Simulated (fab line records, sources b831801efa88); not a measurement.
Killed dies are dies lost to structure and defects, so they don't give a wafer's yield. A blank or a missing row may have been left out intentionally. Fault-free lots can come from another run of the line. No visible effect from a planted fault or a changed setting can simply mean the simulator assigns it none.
Comparing a struck lot with a sound one || flow sky130 || 17 out of 708 route steps
Sound: these wafers, L810.3, L810.4, L810.6. Struck: wafers L806.1, L806.2, L806.4. At the end, the cause is stated.
For every step that has rows: the tool of each side, followed by ch and its chambers, followed by its first start. Under that, the readings that differ: sound wafers || struck wafers || difference of the means || sigmas: that difference in standard deviations of wafers without a fault.
alike: readings whose means differ by less than 2 such deviations, and words and numbers that are the same on both sides. not compared: withheld readings, readings that some wafer has no value for, bounds like >300 that may hide the same value, and numbers for which the record gives no deviation and whose values overlap.
Wherever a step has rows on one side only, a row that says differs or no value, or a row with sigmas, the two part there. Non-overlapping numbers with no deviation appear without sigmas and do not part them. A reading that every wafer of one side lacks parts them only if that side has two wafers or more.

SKY_GATE_OXIDE_TW_MEAS_14:
  sound: film_metro-03 at day 21 17:11; struck: film_metro-01 at day 20 13:37
  alike: GATE_OXIDE_TW
then, 3 steps without rows for these wafers: SKY_GATE_OXIDE_CLEAN_15 (cleans in SC1/SC2, time 150 s); SKY_GATE_OXIDE_OXIDATION_16 (stabilise 600 s, purge 300 s, target thk 3.57 nm); SKY_POLY_GATE_CVD_00 (deposits poly-Si, target thk 180 nm, time 720 s).
SKY_POLY_GATE_THK_MEAS_01:
  sound: film_metro-01 at day 21 20:58; struck: film_metro-02 at day 20 17:41
  alike: POLY_GATE_CVD_00_THK
then, 7 steps without rows for these wafers: SKY_RES_PROTECT_DEHYDRATE_00 (time 60 s); SKY_RES_PROTECT_HMDS_01 (prime time 60 s); SKY_RES_PROTECT_COAT_02 (resist thk 1140 nm); SKY_RES_PROTECT_SOFTBAKE_03 (time 60 s); SKY_RES_PROTECT_EXPOSE_04 (exposes mask RPM, target cd 1270 nm); SKY_RES_PROTECT_PEB_05; SKY_RES_PROTECT_DEVELOP_06 (develop time 60 s).
SKY_POLY_GATE_IMPLANT_02:
  sound on implanter-04 ch 0, day 23 02:42; struck on implanter-01 ch 0, day 21 23:26
{"reading": "beam_on_s (s)", "sound": "38.2 35.7 38.2", "struck": "20.3 20.4 19.9", "difference": -17.2, "sigmas": -8}
{"reading": "dose_ions_cm2", "sound": "7.692e+15 7.701e+15 7.701e+15", "struck": "4.69e+15 4.698e+15 4.693e+15", "difference": -3.00e+15, "sigmas": "-99 or more"}
{"reading": "end_station_pressure_torr (Torr)", "sound": "1e-05 1.04e-05 1.05e-05", "struck": "1.3e-05 1.35e-05 1.38e-05", "difference": "+3.1e-06", "sigmas": "+4"}
SKY_RES_PROTECT_STRIP_07: strips in O2/N2.
  sound on plasma_asher-03 ch 0,1, day 23 02:50; struck on plasma_asher-03 ch 0,1, day 21 23:35
{"reading": "oes_product_au (a.u.)", "sound": "0.521 0.522 0.514", "struck": "0.540 0.546 0.553", "difference": "+0.027", "sigmas": "+6"}
{"reading": "strip_time_to_endpoint_s (s)", "sound": "23.32 23.33 23.35", "struck": "21.33 21.32 21.34", "difference": -2.00, "sigmas": -56}
  alike: chamber_pressure_mTorr, drypump_motor_current_A
  not compared: rf_hours_counter_h
SKY_RES_PROTECT_TW_MEAS_08:
  sound: film_metro-01 at day 23 02:55; struck: film_metro-02 at day 21 23:41
{"reading": "POLY_GATE_TW", "sound": "4070 4035 4051", "struck": "3853 3872 3862", "difference": -190, "sigmas": -4}
then, 1 step without rows for these wafers: SKY_RES_PROTECT_CLEAN_09 (cleans in SC1/SC2, time 150 s).
-- the record jumps here: 28 days lie between the struck wafers' starts before and after (it left off in module RES_PROTECT and takes up again in module PAD_OPEN, whose first step shown is number 708 of the route) --
SKY_PAD_OPEN_PROBE_99:
  sound: prober-02 at day 50 21:41; struck: prober-01 at day 50 10:03
{"reading": "model.etest.res_poly.line_ohm_um", "sound": "509.6 494.9 513.4", "struck": "808.4 829 826.5", "difference": "+315.3", "sigmas": ""}
{"reading": "model.etest.licon_poly.rc_ohm", "sound": "153.8 147.5 156.5", "struck": "317.2 318 298.2", "difference": "+158.5", "sigmas": ""}
{"reading": "model.etest.res_poly.rs_ohm_sq", "sound": "47.63 48.03 48.48", "struck": "76.92 76.42 77.47", "difference": "+28.89", "sigmas": ""}
{"reading": "model.etest.res_poly.rs_ohm_sq_range", "sound": "1.049 1.285 1.539", "struck": "2.851 3.319 3.824", "difference": "+2.040", "sigmas": ""}
{"reading": "model.etest.ring_1v8.delay_ps", "sound": "21.85 21.7 20.88", "struck": "22.54 21.98 22.47", "difference": "+0.85", "sigmas": ""}
  alike: killed_at_M0_to_M3, killed_at_M4_up, killed_at_contacts, killed_at_front_end, killed_at_other, killed_dies, killed_open, killed_short
  not compared: model.etest.res_poly.rs_ohm_sq_rim_less_centre, model.etest.nfet_01v8_turned.vt_v, model.etest.nfet_01v8_swapped.vt_v

## WHERE THEY PART
Last at SKY_RES_PROTECT_TW_MEAS_08 as far as this record goes, first at SKY_POLY_GATE_IMPLANT_02. Later steps at which nothing parts them and some readings are alike: SKY_PAD_OPEN_PROBE_99.

WHY: the cause the simulator had injected
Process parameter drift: implanter-01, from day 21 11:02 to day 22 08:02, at SKY_POLY_GATE_IMPLANT_02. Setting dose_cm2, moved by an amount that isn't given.
